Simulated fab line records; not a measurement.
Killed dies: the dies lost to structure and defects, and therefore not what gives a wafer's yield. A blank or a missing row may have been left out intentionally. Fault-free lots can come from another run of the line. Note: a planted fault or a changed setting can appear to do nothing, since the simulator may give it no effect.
Which of the tools did it? / flow sky130 / 12 lots, 36 wafers sampled, at 5 steps of a route of 708

WHAT EACH GAUGE READ, for each wafer
SKY_CONTACT_THK_MEAS_01.
lot=L276; measured=day 30 09:40; on=filmMetro-02; CONTACT_CVD_00_THK (nm)=74.1 73.7 75.9
lot=L279; measured=day 31 15:50; on=filmMetro-02; CONTACT_CVD_00_THK (nm)=76.6 75.2 77.3
lot=L280; measured=day 31 16:23; on=filmMetro-01; CONTACT_CVD_00_THK (nm)=73.1 74.2 74.8
lot=L282; measured=day 32 11:16; on=filmMetro-01; CONTACT_CVD_00_THK (nm)=74.2 73.6 75.9
lot=L290; measured=day 35 08:11; on=filmMetro-02; CONTACT_CVD_00_THK (nm)=71.7 75.0 74.4
lot=L291; measured=day 35 19:49; on=filmMetro-01; CONTACT_CVD_00_THK (nm)=73.4 75.9 74.9
lot=L293; measured=day 36 02:09; on=filmMetro-03; CONTACT_CVD_00_THK (nm)=72.5 75.1 74.8
lot=L294; measured=day 36 07:53; on=filmMetro-03; CONTACT_CVD_00_THK (nm)=75.2 74.6 75.9
lot=L295; measured=day 36 13:04; on=filmMetro-03; CONTACT_CVD_00_THK (nm)=74.4 75.8 76.4
lot=L296; measured=day 36 20:04; on=filmMetro-03; CONTACT_CVD_00_THK (nm)=73.9 75.1 75.4
lot=L297; measured=day 37 04:09; on=filmMetro-03; CONTACT_CVD_00_THK (nm)=74.3 75.6 75.6
lot=L298; measured=day 38 09:38; on=filmMetro-01; CONTACT_CVD_00_THK (nm)=73.5 73.9 74.2

SKY_CONTACT_OVL_MEAS_15.
lot=L276; measured=day 31 14:35; on=overlay-01; CONTACT_OVL (nm)=-7 -8 -7
lot=L279; measured=day 32 19:11; on=overlay-02; CONTACT_OVL (nm)=-2 1 0
lot=L280; measured=day 32 20:03; on=overlay-01; CONTACT_OVL (nm)=-6 -8 2
lot=L282; measured=day 33 14:35; on=overlay-01; CONTACT_OVL (nm)=-2 -4 0
lot=L290; measured=day 36 10:39; on=overlay-01; CONTACT_OVL (nm)=6 -6 -1
lot=L291; measured=day 36 22:18; on=overlay-01; CONTACT_OVL (nm)=4 7 -2
lot=L293; measured=day 37 04:05; on=overlay-02; CONTACT_OVL (nm)=2 -6 0
lot=L294; measured=day 37 10:59; on=overlay-02; CONTACT_OVL (nm)=-9 -7 -9
lot=L295; measured=day 37 15:08; on=overlay-02; CONTACT_OVL (nm)=6 7 5
lot=L296; measured=day 37 22:23; on=overlay-01; CONTACT_OVL (nm)=-1 4 -8
lot=L297; measured=day 38 06:23; on=overlay-02; CONTACT_OVL (nm)=-1 -1 6
lot=L298; measured=day 39 11:08; on=overlay-01; CONTACT_OVL (nm)=4 6 -4

SKY_METAL2_THK_MEAS_06: measures by xrf.
lot=L276; measured=day 34 00:35; on=filmMetro-03; METAL2_ALCU_THK (nm)=251.3 252.3 249.9
lot=L279; measured=day 35 04:14; on=filmMetro-01; METAL2_ALCU_THK (nm)=251.4 249.8 251.4
lot=L280; measured=day 35 05:58; on=filmMetro-04; METAL2_ALCU_THK (nm)=251.1 250.8 247.6
lot=L282; measured=day 36 01:02; on=filmMetro-01; METAL2_ALCU_THK (nm)=247.9 242.9 245.5
lot=L290; measured=day 38 19:10; on=filmMetro-01; METAL2_ALCU_THK (nm)=249.2 249.8 247.0
lot=L291; measured=day 39 05:55; on=filmMetro-04; METAL2_ALCU_THK (nm)=255.9 254.2 254.2
lot=L293; measured=day 39 12:23; on=filmMetro-04; METAL2_ALCU_THK (nm)=251.1 250.9 251.7
lot=L294; measured=day 39 18:26; on=filmMetro-04; METAL2_ALCU_THK (nm)=253.9 251.8 252.6
lot=L295; measured=day 39 21:57; on=filmMetro-04; METAL2_ALCU_THK (nm)=252.0 251.0 252.8
lot=L296; measured=day 40 04:35; on=filmMetro-01; METAL2_ALCU_THK (nm)=250.7 249.6 249.4
lot=L297; measured=day 40 12:06; on=filmMetro-04; METAL2_ALCU_THK (nm)=256.4 258.1 257.3
lot=L298; measured=day 41 16:29; on=filmMetro-03; METAL2_ALCU_THK (nm)=253.9 249.7 250.2

WHAT TOOL EACH LOT RAN ON (gives the tool, then ch and the chambers of the sampled wafers, and finally the start)
lot=L276; SKY_METAL2_SPUTTER_03=pvdSputter-04, day 34 00:24; SKY_METAL2_SPUTTER_04=pvdSputter-04, day 34 00:25
lot=L279; SKY_METAL2_SPUTTER_03=pvdSputter-02, day 35 04:04; SKY_METAL2_SPUTTER_04=pvdSputter-02, day 35 04:05
lot=L280; SKY_METAL2_SPUTTER_03=pvdSputter-04, day 35 05:47; SKY_METAL2_SPUTTER_04=pvdSputter-04, day 35 05:47
lot=L282; SKY_METAL2_SPUTTER_03=pvdSputter-04, day 36 00:50; SKY_METAL2_SPUTTER_04=pvdSputter-04, day 36 00:51
lot=L290; SKY_METAL2_SPUTTER_03=pvdSputter-02, day 38 18:58; SKY_METAL2_SPUTTER_04=pvdSputter-02, day 38 18:59
lot=L291; SKY_METAL2_SPUTTER_03=pvdSputter-04, day 39 05:43; SKY_METAL2_SPUTTER_04=pvdSputter-04, day 39 05:44
lot=L293; SKY_METAL2_SPUTTER_03=pvdSputter-02, day 39 12:12; SKY_METAL2_SPUTTER_04=pvdSputter-02, day 39 12:13
lot=L294; SKY_METAL2_SPUTTER_03=pvdSputter-04, day 39 18:14; SKY_METAL2_SPUTTER_04=pvdSputter-04, day 39 18:16
lot=L295; SKY_METAL2_SPUTTER_03=pvdSputter-04, day 39 21:46; SKY_METAL2_SPUTTER_04=pvdSputter-04, day 39 21:47
lot=L296; SKY_METAL2_SPUTTER_03=pvdSputter-02, day 40 04:24; SKY_METAL2_SPUTTER_04=pvdSputter-02, day 40 04:25
lot=L297; SKY_METAL2_SPUTTER_03=pvdSputter-04, day 40 11:54; SKY_METAL2_SPUTTER_04=pvdSputter-04, day 40 11:55
lot=L298; SKY_METAL2_SPUTTER_03=pvdSputter-03, day 41 16:17; SKY_METAL2_SPUTTER_04=pvdSputter-03, day 41 16:19
- SKY_METAL2_SPUTTER_03: material Ti, target thk 5 nm, time 3.3 s.
- SKY_METAL2_SPUTTER_04: material TiN, target thk 70 nm, time 58.3 s.

WHAT THE TOOLS THEMSELVES READ (means of the sampled wafers that have a number; where no wafer has one, the mark that the record gives instead)
SKY_METAL2_SPUTTER_03.
lot=L276; tool=pvdSputter-04; throttleValvePct (%)=30.3
lot=L279; tool=pvdSputter-02; throttleValvePct (%)=29.8
lot=L280; tool=pvdSputter-04; throttleValvePct (%)=30.3
lot=L282; tool=pvdSputter-04; throttleValvePct (%)=30.8
lot=L290; tool=pvdSputter-02; throttleValvePct (%)=29.8
lot=L291; tool=pvdSputter-04; throttleValvePct (%)=30.1
lot=L293; tool=pvdSputter-02; throttleValvePct (%)=29.3
lot=L294; tool=pvdSputter-04; throttleValvePct (%)=30.8
lot=L295; tool=pvdSputter-04; throttleValvePct (%)=30.6
lot=L296; tool=pvdSputter-02; throttleValvePct (%)=29.2
lot=L297; tool=pvdSputter-04; throttleValvePct (%)=30.7
lot=L298; tool=pvdSputter-03; throttleValvePct (%)=30.7

SKY_METAL2_SPUTTER_04.
lot=L276; tool=pvdSputter-04; throttleValvePct (%)=30.1
lot=L279; tool=pvdSputter-02; throttleValvePct (%)=29.8
lot=L280; tool=pvdSputter-04; throttleValvePct (%)=30.2
lot=L282; tool=pvdSputter-04; throttleValvePct (%)=30.8
lot=L290; tool=pvdSputter-02; throttleValvePct (%)=29.8
lot=L291; tool=pvdSputter-04; throttleValvePct (%)=30.3
lot=L293; tool=pvdSputter-02; throttleValvePct (%)=29.2
lot=L294; tool=pvdSputter-04; throttleValvePct (%)=30.8
lot=L295; tool=pvdSputter-04; throttleValvePct (%)=30.8
lot=L296; tool=pvdSputter-02; throttleValvePct (%)=29.3
lot=L297; tool=pvdSputter-04; throttleValvePct (%)=30.7
lot=L298; tool=pvdSputter-03; throttleValvePct (%)=30.8

THE ANSWER, worked out from the rows above alone
Rule: the lots themselves supply what counts as usual. The widest of any qualifying gaps counts: lots, ordered by their means at a reading, are off when they make up no more than a third of the lots, leave a main group of 4 or more, and stand apart from it by 3 or more times the standard deviation of that group's means. A main group is skipped when, at the precision printed for the reading in the tables above, its means are all equal. Also off: a lot with no number at a reading for which 4 or more lots have one. Where the step has rows for the other lots, those lots are counted as sound. The gauges are gone through in route order, then the tools' own readings, and for those a lot's mean is taken as printed above. The first step at which some lot is off is used, and at that step the reading that is off furthest; a lot without a number counts as furthest.
Across all readings shown, no lot is off: no conclusion can be drawn from this.

WHAT HAD BEEN PUT IN BY THE SIMULATOR
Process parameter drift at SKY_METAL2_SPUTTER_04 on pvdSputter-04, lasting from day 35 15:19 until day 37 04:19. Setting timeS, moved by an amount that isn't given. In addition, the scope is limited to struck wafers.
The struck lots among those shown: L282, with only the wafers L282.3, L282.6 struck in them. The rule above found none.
